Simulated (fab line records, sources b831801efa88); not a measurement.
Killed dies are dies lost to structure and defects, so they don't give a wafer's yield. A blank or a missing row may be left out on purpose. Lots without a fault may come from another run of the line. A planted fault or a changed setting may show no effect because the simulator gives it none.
fab line records | flow sky130
record lots=12 wafers=36 last_day=50
route steps=708 shown DNWELL@43 VT_ADJUST_LVTN@103 VT_ADJUST_HVTR@139 RES_PROTECT@214 PAD_OPEN@708
lots that met no fault: from a run of the same line without faults
start_h: hours from the record's first day to the start of the lot's first wafer shown | wait_h: hours since the lot's step before | " the same as in the row above | L1.1+2: a row that stands for several wafers | - no value, or no start given | * or withheld: withheld | < > ~ a bound
route shown NAME@n: a module of which the file shows steps, and the number in the route of the first | usual: mean/standard deviation of fault-free wafers | same: alike in all rows | chamber/n: place in a boat | sites: the reading at each site | _std_site: their standard deviation | _edge_site: outer sites' mean less inner sites' | radius_mm: how far each site lies from the wafer's centre | mask NAME#n: copy n | behind: the tool/chamber that last shaped the wafer | hold: why the lot was held/for how many hours/how that ended | device: the transistor (n, p or np) that didn't switch | end of line: the same wafers' tests at the end of the route | a step without rows: its recipe alone | killed: dies lost to structure and defects at the first sort, not the wafer's yield | map: a wafer's dies, x killed, . not, _ none there
set.NAME: the setting as run; set.NAME@STEP: as run at that earlier step | model.NAME: the simulator's own value behind a step, which no gauge read
steps of the route over a sample of lots; a table a step, a row a wafer
services: from which hour (start_h, from the record's first day; less than 0 if before it) a tool's chamber was out of use, for how many hours, and why
## steps
# step SKY_DNWELL_STRIP_08
# recipe chemistry=O2/N2 power_w=1400 pressure_mtorr=1500 platen_temp_c=withheld o2_flow_sccm=3000 n2_flow_sccm=300 overash_fraction=0.5
# usual drypump_motor_current_A=5.8/0.46 oes_product_au=0.723/0.0043 strip_time_to_endpoint_s=36.90/0.1
# columns lot.wafer tool chamber start_h wait_h drypump_motor_current_A oes_product_au rf_hours_counter_h strip_time_to_endpoint_s
L773.4 plasma_asher-02 1 51.17 0.1 5.6 0.720 - 36.89
L773.5 " 0 " " 5.9 0.718 - 36.72
L773.6 " 1 " " 5.6 0.728 - 36.70
L775.2 plasma_asher-02 1 60.52 0.1 5.6 0.725 39 36.97
L775.3 " 1 " " 5.6 0.725 - 36.96
L775.6 " 0 " " 5.9 0.724 - 36.95
L783.2 plasma_asher-04 0 105.96 0.1 5.3 0.718 44 36.89
L783.3 " 1 " " 6.6 0.725 - 36.90
L783.4 " 0 " " 5.3 0.721 - 36.91
L784.1 plasma_asher-01 1 112.28 0.1 6.3 0.724 44 36.88
L784.4 " 1 " " 6.3 0.713 - 36.71
L784.6 " 0 " " 5.3 0.719 - 36.84
L787.2 plasma_asher-04 0 126.26 0.1 5.3 0.723 1 37.06
L787.4 " 0 " " 5.3 0.722 - 37.04
L787.5 " 0 " " 5.3 0.719 - 37.10
L788.2 plasma_asher-02 0 134.23 0.1 5.9 0.720 45 36.91
L788.5 " 1 " " 5.6 0.720 - 36.95
L788.6 " 0 " " 5.9 0.719 - 36.93
L789.1 plasma_asher-02 1 137.06 0.1 5.6 0.724 46 36.77
L789.2 " 0 " " 5.9 0.729 46 36.82
L789.6 " 1 " " 5.6 0.726 - 36.91
L790.2 plasma_asher-02 0 144.21 0.1 5.9 0.717 46 37.02
L790.4 " 1 " " 5.6 0.728 - 36.95
L790.5 " 0 " " 5.9 0.727 - 36.94
L791.1 plasma_asher-01 1 149.42 0.1 6.3 0.725 47 36.81
L791.2 " 0 " " 5.3 0.719 47 36.86
L791.4 " 1 " " 6.3 0.722 - 36.85
L792.1 plasma_asher-01 0 152.88 0.1 5.3 0.724 48 36.76
L792.2 " 1 " " 6.3 0.717 48 36.89
L792.6 " 0 " " 5.3 0.722 - 36.92
L794.3 plasma_asher-01 0 166.74 0.1 5.3 0.722 - 36.89
L794.5 " 0 " " 5.3 0.719 - 36.95
L794.6 " 1 " " 6.3 0.732 - 36.84
L795.1 plasma_asher-04 0 177.01 0.1 5.4 0.726 6 37.01
L795.3 " 1 " " 6.6 0.722 - 36.95
L795.5 " 1 " " 6.6 0.724 - 36.97
# step SKY_VT_ADJUST_LVTN_DEVELOP_06
# recipe wall_angle_deg=90 developer=TMAH develop_time_s=60 dev_temp_c=23
# columns lot.wafer tool chamber start_h wait_h
L773.4+5+6 litho_track-03 0 138 -
L775.2+3+6 litho_track-04 0 149 -
L783.2+3+4 litho_track-03 0 205 -
L784.1+4+6 litho_track-03 0 213 -
L787.2+4+5 litho_track-04 0 230 -
L788.2+5+6 litho_track-04 0 241 -
L789.1+2+6 litho_track-04 0 244 -
L790.2+4+5 litho_track-01 0 252 -
L791.1+2+4 litho_track-01 0 259 -
L792.1+2+6 litho_track-01 0 265 -
L794.3+5+6 litho_track-01 0 283 -
L795.1+3+5 litho_track-03 0 294 -
# step SKY_VT_ADJUST_LVTN_OVL_MEAS_07
# usual VT_ADJUST_LVTN_OVL=-0.3/1.4
# columns lot.wafer tool chamber start_h wait_h VT_ADJUST_LVTN_OVL[nm]
L773.4 overlay-01 - 138.65 - -1.0
L773.5 " - " " -0.1
L773.6 " - " " -0.2
L775.2 overlay-02 - 150.11 - 0.5
L775.3 " - " " 0.0
L775.6 " - " " 0.6
L783.2 overlay-01 - 205.79 - -
L783.3 " - " " -
L783.4 " - " " -
L784.1 overlay-01 - 213.83 - -
L784.4 " - " " -
L784.6 " - " " -
L787.2 overlay-01 - 230.76 - -0.1
L787.4 " - " " -0.9
L787.5 " - " " -2.0
L788.2 overlay-01 - 242.06 - -1.5
L788.5 " - " " -1.7
L788.6 " - " " -1.3
L789.1 overlay-01 - 244.16 - 1.2
L789.2 " - " " 2.3
L789.6 " - " " 0.2
L790.2 overlay-02 - 252.57 - 0.6
L790.4 " - " " -2.7
L790.5 " - " " -1.2
L791.1 overlay-02 - 259.87 - -1.9
L791.2 " - " " 0.7
L791.4 " - " " -0.1
L792.1 overlay-02 - 265.62 - 1.5
L792.2 " - " " 1.7
L792.6 " - " " -0.5
L794.3 overlay-01 - 283.38 - 1.2
L794.5 " - " " -0.8
L794.6 " - " " 2.3
L795.1 overlay-01 - 294.23 - -0.4
L795.3 " - " " -0.1
L795.5 " - " " -1.5
# step SKY_VT_ADJUST_LVTN_TW_MEAS_10
# usual VT_ADJUST_LVTN_TW=242.6/1.2
# columns lot.wafer tool chamber start_h wait_h VT_ADJUST_LVTN_TW
L773.4 film_metro-01 - 138.95 0.1 240.3
L773.5 " - " " 240.8
L773.6 " - " " 239.7
L775.2 film_metro-03 - 150.40 0.1 241.8
L775.3 " - " " 242.7
L775.6 " - " " 243.0
L783.2 film_metro-03 - 206.08 0.1 30.2
L783.3 " - " " 30.4
L783.4 " - " " 30.2
L784.1 film_metro-03 - 214.12 0.1 30.2
L784.4 " - " " 30.3
L784.6 " - " " 30.2
L787.2 film_metro-03 - 231.05 0.1 243.8
L787.4 " - " " 243.4
L787.5 " - " " 241.9
L788.2 film_metro-02 - 242.35 0.1 243.3
L788.5 " - " " 242.7
L788.6 " - " " 242.9
L789.1 film_metro-03 - 244.44 0.1 241.6
L789.2 " - " " 242.7
L789.6 " - " " 243.0
L790.2 film_metro-02 - 252.86 0.1 243.2
L790.4 " - " " 242.9
L790.5 " - " " 243.8
L791.1 film_metro-03 - 260.15 0.1 243.5
L791.2 " - " " 243.5
L791.4 " - " " 243.6
L792.1 film_metro-02 - 265.90 0.1 242.2
L792.2 " - " " 243.6
L792.6 " - " " 242.7
L794.3 film_metro-01 - 283.67 0.1 242.4
L794.5 " - " " 241.9
L794.6 " - " " 242.4
L795.1 film_metro-01 - 294.52 0.1 243.8
L795.3 " - " " 243.3
L795.5 " - " " 241.9
# step SKY_VT_ADJUST_HVTR_OVL_MEAS_08
# usual VT_ADJUST_HVTR_OVL=-0.2/1.2
# columns lot.wafer tool chamber start_h wait_h VT_ADJUST_HVTR_OVL[nm]
L773.4 overlay-02 - 200.14 0.1 1.2
L773.5 " - " " -0.9
L773.6 " - " " 0.4
L775.2 overlay-02 - 213.33 0.1 -1.8
L775.3 " - " " 0.7
L775.6 " - " " -0.4
L783.2 overlay-01 - 277.13 0.1 -1.6
L783.3 " - " " -0.2
L783.4 " - " " -1.7
L784.1 overlay-01 - 285.63 0.1 0.5
L784.4 " - " " -2.6
L784.6 " - " " -1.2
L787.2 overlay-01 - 303.38 0.1 -1.7
L787.4 " - " " 0.6
L787.5 " - " " -0.4
L788.2 overlay-02 - 314.84 0.1 -2.5
L788.5 " - " " -1.7
L788.6 " - " " -2.2
L789.1 overlay-01 - 317.88 0.1 -1.3
L789.2 " - " " -2.2
L789.6 " - " " -2.9
L790.2 overlay-02 - 325.83 0.1 1.4
L790.4 " - " " 2.2
L790.5 " - " " 0.0
L791.1 overlay-02 - 334.63 0.1 -1.2
L791.2 " - " " 0.1
L791.4 " - " " 1.2
L792.1 overlay-01 - 339.33 0.1 1.5
L792.2 " - " " 1.7
L792.6 " - " " -1.0
L794.3 overlay-01 - 358.75 0.1 -1.0
L794.5 " - " " -1.1
L794.6 " - " " -0.5
L795.1 overlay-02 - 371.38 0.1 0.1
L795.3 " - " " 0.4
L795.5 " - " " -1.5
# step SKY_RES_PROTECT_STRIP_07
# recipe chemistry=O2/N2 power_w=1400 pressure_mtorr=1500 platen_temp_c=withheld o2_flow_sccm=3000 n2_flow_sccm=300 overash_fraction=0.5
# usual drypump_motor_current_A=5.9/0.5 oes_product_au=0.517/0.0043 strip_time_to_endpoint_s=23.29/0.048
# columns lot.wafer tool chamber start_h wait_h drypump_motor_current_A oes_product_au rf_hours_counter_h strip_time_to_endpoint_s
L773.4 plasma_asher-04 0 344.79 0.1 5.3 0.518 - 23.29
L773.5 " 1 " " 6.6 0.522 - 23.31
L773.6 " 0 " " 5.3 0.518 - 23.32
L775.2 plasma_asher-02 0 353.66 0.1 5.8 0.515 66 23.30
L775.3 " 1 " " 5.6 0.524 - 23.35
L775.6 " 0 " " 5.9 0.519 - 23.35
L783.2 plasma_asher-03 1 432.48 0.1 5.7 0.518 57 23.29
L783.3 " 1 " " 5.7 0.517 - 23.28
L783.4 " 0 " " 6.3 0.511 - 23.34
L784.1 plasma_asher-03 0 446.40 0.1 6.3 0.524 59 23.27
L784.4 " 0 " " 6.3 0.512 - 23.24
L784.6 " 1 " " 5.7 0.520 - 23.24
L787.2 plasma_asher-04 1 456.91 0.1 6.6 0.521 34 23.28
L787.4 " 1 " " 6.7 0.511 - 23.25
L787.5 " 1 " " 6.6 0.521 - 23.21
L788.2 plasma_asher-02 1 469.20 0.1 5.6 0.517 78 23.22
L788.5 " 0 " " 5.9 0.509 - 23.25
L788.6 " 1 " " 5.6 0.519 - 23.24
L789.1 plasma_asher-04 1 470.33 0.1 6.6 0.521 35 23.26
L789.2 " 0 " " 5.3 0.513 35 23.26
L789.6 " 0 " " 5.3 0.514 - 23.26
L790.2 plasma_asher-02 1 480.15 0.1 5.6 0.515 79 23.35
L790.4 " 1 " " 5.6 0.525 - 23.31
L790.5 " 1 " " 5.6 0.515 - 23.36
L791.1 plasma_asher-03 0 492.18 0.1 6.3 0.515 64 23.29
L791.2 " 1 " " 5.7 0.517 64 23.32
L791.4 " 0 " " 6.3 0.516 - 23.32
L792.1 plasma_asher-04 0 497.48 0.1 5.4 0.510 36 23.36
L792.2 " 1 " " 6.7 0.518 36 23.38
L792.6 " 1 " " 6.7 0.524 - 23.37
L794.3 plasma_asher-02 1 520.84 0.1 5.6 0.520 - 23.29
L794.5 " 1 " " 5.6 0.519 - 23.31
L794.6 " 0 " " 5.9 0.515 - 23.28
L795.1 plasma_asher-02 1 544.43 0.1 5.6 0.521 87 23.25
L795.3 " 1 " " 5.6 0.518 - 23.26
L795.5 " 0 " " 5.9 0.513 - 23.25
# step SKY_PAD_OPEN_PROBE_99
# usual killed_at_M0_to_M3=42/6.4 killed_at_M4_up=3.2/1.9 killed_at_contacts=24/4.8 killed_at_front_end=16/4.4 killed_at_other=0.3/0.55 killed_dies=86/8.6 killed_on_rim=17/3.5 killed_open=46/6.6 killed_short=39/5.7
# same gross_dies=492 killed_at_back_side=0
# columns lot.wafer tool chamber start_h wait_h killed_at_M0_to_M3 killed_at_M4_up killed_at_contacts killed_at_front_end killed_at_other killed_dies killed_on_rim killed_open killed_short
L773.4 prober-02 - 1075.09 0.2 45 2 23 21 0 91 16 46 44
L773.5 prober-02 - 1075.14 0.2 42 3 24 15 0 84 13 51 31
L773.6 prober-02 - 1075.19 0.2 38 4 19 14 0 75 21 42 32
L783.2 prober-02 - 1143.83 0.1 41 3 21 427 0 492 96 35 46
L783.3 prober-02 - 1143.88 0.2 38 1 20 433 0 492 96 47 34
L783.4 prober-02 - 1143.93 0.2 54 5 29 404 0 492 96 58 42
L784.1 prober-02 - 1150.48 0.1 37 4 28 423 0 492 96 53 31
L784.4 prober-02 - 1150.63 0.2 34 4 28 426 0 492 96 38 40
L784.6 prober-02 - 1150.73 0.2 40 2 27 423 0 492 96 47 42
L787.2 prober-01 - 1153.97 0.1 47 3 22 18 0 90 20 40 50
L787.4 prober-01 - 1154.07 0.2 42 4 24 13 0 83 12 38 44
L787.5 prober-01 - 1154.12 0.2 29 2 33 14 0 78 17 51 26
L788.2 prober-01 - 1161.36 0.1 36 4 13 17 0 70 16 42 27
L788.5 prober-01 - 1161.51 0.2 44 5 26 10 0 85 16 44 41
L788.6 prober-01 - 1161.56 0.2 42 3 26 20 0 91 17 51 40
# killed by level:class
L773.4 VIA1:geometric_particle:open=10 VIA3:geometric_particle:open=9 FIELD_ISO:geometric_particle:short=7 CONTACT:geometric_particle:open=7 METAL2:geometric_particle:short=7 METAL1:geometric_particle:short=6 POLY_GATE:geometric_particle:short=5 LI_CONTACT:geometric_particle:open=5
L773.5 CONTACT:geometric_particle:open=10 VIA1:geometric_particle:open=9 VIA3:geometric_particle:open=9 VIA2:geometric_particle:open=7 POLY_GATE:geometric_particle:short=6 LI_CONTACT:geometric_particle:open=6 METAL1:geometric_particle:short=5 POLY_GATE:geometric_particle:open=4
L773.6 VIA1:geometric_particle:open=11 CONTACT:geometric_particle:open=9 VIA1:geometric_particle:short=6 POLY_GATE:geometric_particle:open=4 METAL2:geometric_particle:short=4 POLY_GATE:geometric_particle:short=3 LI_CONTACT:geometric_particle:short=3 CONTACT:geometric_particle:short=3
L783.2 VT_ADJUST_LVTN:area_develop=411 VIA1:geometric_particle:short=7 CONTACT:geometric_particle:open=6 METAL1:geometric_particle:short=6 VIA3:geometric_particle:short=6 POLY_GATE:geometric_particle:short=5 LI_CONTACT:geometric_particle:short=5 LOCAL_INTERCONNECT:geometric_particle:short=5
L783.3 VT_ADJUST_LVTN:area_develop=411 VIA1:geometric_particle:open=12 CONTACT:geometric_particle:open=9 FIELD_ISO:geometric_particle:short=6 METAL1:geometric_particle:short=6 LI_CONTACT:geometric_particle:open=6 POLY_GATE:geometric_particle:open=5 METAL2:geometric_particle:short=5
L783.4 VT_ADJUST_LVTN:area_develop=392 VIA1:geometric_particle:open=13 CONTACT:geometric_particle:open=12 VIA2:geometric_particle:open=11 METAL2:geometric_particle:short=8 LI_CONTACT:geometric_particle:open=7 VIA3:geometric_particle:open=7 METAL1:geometric_particle:short=6
L784.1 VT_ADJUST_LVTN:area_develop=408 CONTACT:geometric_particle:open=14 VIA2:geometric_particle:open=11 VIA1:geometric_particle:open=8 LI_CONTACT:geometric_particle:open=7 FIELD_ISO:geometric_particle:open=6 METAL1:geometric_particle:short=6 METAL4:geometric_particle:short=4
L784.4 VT_ADJUST_LVTN:area_develop=414 VIA1:geometric_particle:open=9 CONTACT:geometric_particle:short=8 LI_CONTACT:geometric_particle:open=6 LOCAL_INTERCONNECT:geometric_particle:short=5 VIA2:geometric_particle:open=5 FIELD_ISO:geometric_particle:open=4 VIA1:geometric_particle:short=4
L784.6 VT_ADJUST_LVTN:area_develop=403 CONTACT:geometric_particle:open=10 VIA1:geometric_particle:open=10 VIA2:geometric_particle:open=8 FIELD_ISO:geometric_particle:short=7 LI_CONTACT:geometric_particle:open=7 LOCAL_INTERCONNECT:geometric_particle:short=6 VIA3:geometric_particle:open=6
L787.2 METAL1:geometric_particle:short=11 VIA2:geometric_particle:open=10 METAL2:geometric_particle:short=8 CONTACT:geometric_particle:open=6 VIA1:geometric_particle:open=6 LI_CONTACT:geometric_particle:open=5 LI_CONTACT:geometric_particle:short=5 LOCAL_INTERCONNECT:geometric_particle:short=5
L787.4 VIA1:geometric_particle:open=11 CONTACT:geometric_particle:open=7 CONTACT:geometric_particle:short=5 METAL2:geometric_particle:short=5 VIA2:geometric_particle:open=5 FIELD_ISO:geometric_particle:short=4 METAL4:geometric_particle:short=4 LI_CONTACT:geometric_particle:open=4
L787.5 CONTACT:geometric_particle:open=18 LI_CONTACT:geometric_particle:open=7 VIA1:geometric_particle:open=7 VIA3:geometric_particle:open=6 CONTACT:geometric_particle:short=5 FIELD_ISO:geometric_particle:open=4 VIA2:geometric_particle:open=4 POLY_GATE:geometric_particle:short=3
L788.2 VIA1:geometric_particle:open=8 CONTACT:geometric_particle:open=7 FIELD_ISO:geometric_particle:open=6 FIELD_ISO:geometric_particle:short=6 VIA2:geometric_particle:open=5 LI_CONTACT:geometric_particle:open=4 METAL1:geometric_particle:short=4 VIA1:geometric_particle:short=3
L788.5 CONTACT:geometric_particle:open=10 VIA1:geometric_particle:open=10 VIA1:geometric_particle:short=8 LI_CONTACT:geometric_particle:open=7 CONTACT:geometric_particle:short=5 METAL4:geometric_particle:short=5 METAL2:geometric_particle:short=5 LOCAL_INTERCONNECT:geometric_particle:short=4
L788.6 CONTACT:geometric_particle:open=11 VIA1:geometric_particle:open=8 VIA2:geometric_particle:open=8 FIELD_ISO:geometric_particle:short=7 VIA3:geometric_particle:open=6 POLY_GATE:geometric_particle:open=5 POLY_GATE:geometric_particle:short=5 LI_CONTACT:geometric_particle:open=5
## services
# columns tool chamber start_h hours kind
litho_track-03 - 46.96 - consumable_replace:filter
plasma_asher-02 - 85.69 3.4 repair
plasma_asher-02 - 86.68 9.3 repair
plasma_asher-04 - 108.75 9.0 pm
plasma_asher-04 0 108.75 9.0 vent_cycle
plasma_asher-04 1 108.75 9.0 vent_cycle
plasma_asher-03 - 114.31 2.8 pm
plasma_asher-04 0 117.75 - clean
plasma_asher-04 1 117.75 - clean
plasma_asher-02 - 133.16 0.7 repair
plasma_asher-02 - 151.67 4.7 repair
plasma_asher-01 - 172.26 2.8 pm
plasma_asher-04 - 203.41 2.8 pm
litho_track-01 - 223.63 - consumable_replace:filter
plasma_asher-02 - 235.35 4.8 repair
plasma_asher-02 - 268.72 4.8 repair
plasma_asher-04 - 304.82 4.3 pm
litho_track-03 - 338.74 - consumable_replace:filter
plasma_asher-01 - 421.25 9.0 pm
plasma_asher-01 0 421.25 9.0 vent_cycle
plasma_asher-01 - 430.25 28.1 pm
plasma_asher-01 - 453.58 1.9 repair
plasma_asher-04 - 479.01 18.1 repair
plasma_asher-01 - 483.58 2.6 repair
## key
first_sign step=SKY_VT_ADJUST_LVTN_OVL_MEAS_07 reading=VT_ADJUST_LVTN_OVL direction=missing
effect step=SKY_VT_ADJUST_LVTN_TW_MEAS_10 reading=VT_ADJUST_LVTN_TW direction=down sigmas=99+ usual=242.6 struck=30.3
effect step=SKY_PAD_OPEN_PROBE_99 reading=killed_at_front_end direction=up sigmas=93 usual=16 struck=423
more_kills_born_at SKY_VT_ADJUST_LVTN_DEVELOP_06@litho_track-03=2439
met_at SKY_VT_ADJUST_LVTN_DEVELOP_06
struck_lots L783,L784
tester_left_out L783,L784
not_acting_at SKY_DNWELL_STRIP_08,SKY_VT_ADJUST_HVTR_OVL_MEAS_08,SKY_RES_PROTECT_STRIP_07
onset_between 138 205
fault kind=process_parameter_drift tool=litho_track-03 chamber=- onset_h=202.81 steps=SKY_VT_ADJUST_LVTN_DEVELOP_06 channel=develop_time_s offset=* shape=step end_h=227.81 acts_in=* stated=*
# tester_left_out: of these lots the tester's yield and bins aren't shown, on N5 and GAA mostly nor the transistor test; their killed dies are dies lost to structure and defects alone, not to doping, threshold or leakage, so they don't give the yield
